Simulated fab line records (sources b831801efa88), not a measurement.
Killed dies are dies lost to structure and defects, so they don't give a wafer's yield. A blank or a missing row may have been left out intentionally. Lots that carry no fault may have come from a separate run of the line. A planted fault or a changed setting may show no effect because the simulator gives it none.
Which tool was responsible? ; flow sky130 ; 21 wafers sampled from 7 lots at 1 step of a route of 708

## WHAT THE GAUGES SHOWED, per wafer
SKY_METAL2_THK_MEAS_06: measures by xrf.
lot;measured;on;METAL2_ALCU_THK (nm)
L494;day 34 11:05;film_metro-02;257 259 251
L497;day 35 12:08;film_metro-03;258 251 255
L500;day 36 19:17;film_metro-02;257 248 254
L502;day 37 18:18;film_metro-03;258 259 257
L507;day 38 09:58;film_metro-04;251 252 249
L509;day 39 08:04;film_metro-03;256 258 256
L515;day 40 16:33;film_metro-03;259 249 249

## WHAT TOOL EACH LOT RAN ON (gives the tool, then ch and the chambers of the sampled wafers, and finally the start)
There is no process step in the record ahead of these readings.

## THE ANSWER, worked out from the rows above alone
Rule: what is usual is taken from the lots themselves. The widest of any qualifying gaps counts: lots, ordered by their means at a reading, are off when they make up no more than a third of the lots, leave a main group of 4 or more, and stand apart from it by 3 or more times the standard deviation of that group's means. A main group is skipped when, at the precision printed for the reading in the tables above, its means are all equal. Also off: a lot with no number at a reading for which 4 or more lots have one. Any other lot the step has rows for is counted as sound.
No lot is off at any reading shown: from this, nothing can be told.

## WHAT THE SIMULATOR HAD INSERTED
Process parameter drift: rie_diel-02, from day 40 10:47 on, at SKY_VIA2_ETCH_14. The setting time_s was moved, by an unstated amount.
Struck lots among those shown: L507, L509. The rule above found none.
